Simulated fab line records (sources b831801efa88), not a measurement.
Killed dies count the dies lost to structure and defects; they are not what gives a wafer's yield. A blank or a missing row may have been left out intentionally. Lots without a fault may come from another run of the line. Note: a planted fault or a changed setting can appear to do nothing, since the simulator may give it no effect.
What tool caused it?	flow sky130	Sampling: 14 lots, 42 wafers, 5 of 708 route steps

## WHAT EACH GAUGE READ, for each wafer
SKY_VIA1_THK_MEAS_01.
lot	measured	on	VIA1_HDPCVD_THK (nm)
L806	day 32 18:33	film metro-04	1017 1004 1020
L807	day 33 02:52	film metro-01	1025 1030 1033
L808	day 33 08:50	film metro-01	1016 1028 1031
L812	day 35 09:35	film metro-02	881 879 879
L814	day 35 23:59	film metro-02	875 869 866
L815	day 36 02:43	film metro-04	1023 1016 1025
L813	day 36 06:16	film metro-01	1042 1034 1040
L817	day 36 14:05	film metro-04	872 890 891
L820	day 37 13:09	film metro-04	1032 1028 1021
L821	day 37 19:08	film metro-04	1044 1032 1037
L823	day 38 11:29	film metro-01	1036 1026 1026
L825	day 38 22:52	film metro-04	1017 1025 1031
L827	day 39 10:02	film metro-04	1028 1033 1033
L828	day 39 18:38	film metro-02	1031 1029 1046

## WHAT TOOL EACH LOT RAN ON (gives the tool, then ch and the chambers of the sampled wafers, and finally the start)
lot	SKY_CONTACT_CVD_24	SKY_METAL1_DESCUM_17	SKY_METAL1_METAL_ETCH_19	SKY_VIA1_HDPCVD_00
L806	cvd w-01 ch 0,1, day 31 12:52	rie metal-02 ch 0,1, day 32 17:38	rie metal-02 ch 0,1, day 32 17:44	hdpcvd-02 ch 0,2, day 32 18:26
L807	cvd w-01 ch 0,1, day 31 21:58	rie metal-01 ch 1, day 33 01:58	rie metal-01 ch 1, day 33 02:04	hdpcvd-01 ch 0,2, day 33 02:44
L808	cvd w-02 ch 0,1, day 32 05:02	rie metal-01 ch 0,1, day 33 07:56	rie metal-01 ch 0,1, day 33 08:02	hdpcvd-02 ch 0,1,2, day 33 08:43
L812	cvd w-01 ch 1, day 34 05:14	rie metal-01 ch 1, day 35 08:41	rie metal-01 ch 1, day 35 08:47	hdpcvd-01 ch 0,1, day 35 09:28
L814	cvd w-01 ch 0, day 34 19:35	rie metal-01 ch 0,1, day 35 23:05	rie metal-01 ch 0,1, day 35 23:11	hdpcvd-01 ch 0,1,2, day 35 23:53
L815	cvd w-02 ch 0,1, day 34 22:53	rie metal-04 ch 0,1, day 36 01:49	rie metal-04 ch 0,1, day 36 01:55	hdpcvd-02 ch 0,2, day 36 02:35
L813	cvd w-01 ch 0,1, day 35 01:36	rie metal-02 ch 0,1, day 36 05:23	rie metal-02 ch 0,1, day 36 05:29	hdpcvd-02 ch 1,2, day 36 06:10
L817	cvd w-02 ch 0,1, day 35 10:26	rie metal-02 ch 0,1, day 36 13:11	rie metal-02 ch 0,1, day 36 13:17	hdpcvd-01 ch 0,1,2, day 36 13:58
L820	cvd w-02 ch 0,1, day 36 08:56	rie metal-01 ch 0,1, day 37 12:14	rie metal-01 ch 0,1, day 37 12:20	hdpcvd-02 ch 0,2, day 37 13:02
L821	cvd w-01 ch 0,1, day 36 14:48	rie metal-02 ch 0,1, day 37 18:14	rie metal-02 ch 0,1, day 37 18:20	hdpcvd-02 ch 0,1,2, day 37 19:01
L823	cvd w-02 ch 0,1, day 37 07:53	rie metal-02 ch 0,1, day 38 10:35	rie metal-02 ch 0,1, day 38 10:41	hdpcvd-02 ch 1,2, day 38 11:22
L825	cvd w-01 ch 0,1, day 37 18:40	rie metal-02 ch 0,1, day 38 21:58	rie metal-02 ch 0,1, day 38 22:05	hdpcvd-02 ch 0,2, day 38 22:44
L827	cvd w-02 ch 0, day 38 06:38	rie metal-04 ch 0,1, day 39 09:06	rie metal-04 ch 0,1, day 39 09:11	hdpcvd-02 ch 1,2, day 39 09:55
L828	cvd w-01 ch 0,1, day 38 15:01	rie metal-02 ch 0,1, day 39 17:13	rie metal-02 ch 0,1, day 39 17:19	hdpcvd-02 ch 0,1, day 39 18:31
- SKY_CONTACT_CVD_24: deposits W, target thk 340 nm, time 102.12 s.
- SKY_METAL1_DESCUM_17: chemistry O2, time 8 s.
- SKY_METAL1_METAL_ETCH_19: etches the open film in Cl2/BCl3, stops on SiO2, target depth 360 nm, time 78 s.
- SKY_VIA1_HDPCVD_00: deposits SiO2, target thk 1030 nm, time 171.7 s.

## AS READ BY THE TOOLS THEMSELVES (means over the sampled wafers that have a number; for cases with no such wafer, the mark the record gives instead)
SKY_CONTACT_CVD_24.
lot	tool	heater power outer w (W)	heater power w (W)
L806	cvd w-01	517	875
L807	cvd w-01	600	998
L808	cvd w-02	451	792
L812	cvd w-01	681	1166
L814	cvd w-01	428	711
L815	cvd w-02	457	812
L813	cvd w-01	513	864
L817	cvd w-02	450	799
L820	cvd w-02	446	801
L821	cvd w-01	513	868
L823	cvd w-02	468	816
L825	cvd w-01	603	1027
L827	cvd w-02	480	834
L828	cvd w-01	600	1035

SKY_METAL1_DESCUM_17.
lot	tool	drypump motor current A (A)	oes product au (a.u.)
L806	rie metal-02	5.9	1.004
L807	rie metal-01	5.1	0.995
L808	rie metal-01	5.4	0.995
L812	rie metal-01	5.1	1.005
L814	rie metal-01	5.6	1.005
L815	rie metal-04	6.2	1.001
L813	rie metal-02	5.6	0.998
L817	rie metal-02	5.9	1.009
L820	rie metal-01	5.4	1.002
L821	rie metal-02	5.9	1.009
L823	rie metal-02	5.6	1.000
L825	rie metal-02	5.6	1.003
L827	rie metal-04	6.2	0.990
L828	rie metal-02	5.8	1.002

SKY_METAL1_METAL_ETCH_19.
lot	tool	drypump motor current A (A)	oes product au (a.u.)	throttle valve pct (%)
L806	rie metal-02	5.9	0.854	22.269
L807	rie metal-01	5.1	0.856	22.262
L808	rie metal-01	5.4	0.854	22.273
L812	rie metal-01	5.1	0.858	22.264
L814	rie metal-01	5.6	0.854	22.263
L815	rie metal-04	6.2	0.851	22.268
L813	rie metal-02	5.6	0.849	22.261
L817	rie metal-02	5.8	0.852	22.259
L820	rie metal-01	5.4	0.847	22.259
L821	rie metal-02	5.9	0.856	22.269
L823	rie metal-02	5.7	0.850	22.260
L825	rie metal-02	5.6	0.854	22.272
L827	rie metal-04	6.2	0.852	22.267
L828	rie metal-02	5.9	0.857	22.261

## THE ANSWER, worked out from the rows above alone
Rule: the lots themselves supply what counts as usual. Put in order of their means at a reading, lots are off if they are a third of the lots or fewer, leave a main group of 4 or more, and stand apart from it by a gap of 3 or more times the standard deviation of the main group's means; of several such gaps the widest counts. A main group is skipped when, at the precision printed for the reading in the tables above, its means are all equal. Also off: a lot with no number at a reading for which 4 or more lots have one. All remaining lots with rows at the step are treated as sound. First the gauges in route order, then the tools' own readings, where a lot's mean is used as printed above. The first step at which some lot is off is used, and at that step the reading that is off furthest; a lot without a number counts as furthest.
Off: at SKY_VIA1_THK_MEAS_01 (VIA1_HDPCVD_THK), L812, L814, L817. Main group: mean 1028 nm, sd 7.
A tool fits if, at a process step before that reading, it ran every lot that is off, and no sound lot after the first of them. Gauges at SKY_VIA1_THK_MEAS_01: tried the same way as those tools. One fits: SKY_VIA1_HDPCVD_00 on hdpcvd-01. Its last sound lot is L807 (day 33 02:44), its first lot that is off L812 (day 35 09:28): a fault that began between those two fits.

## WHAT THE SIMULATOR HAD PUT IN
Site profile drift: hdpcvd-01, from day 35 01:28 on, at SKY_VIA1_HDPCVD_00. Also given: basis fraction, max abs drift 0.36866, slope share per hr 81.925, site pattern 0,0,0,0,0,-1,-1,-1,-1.
Lots struck among those shown: L812, L814, L817. Same finding as the rule above.
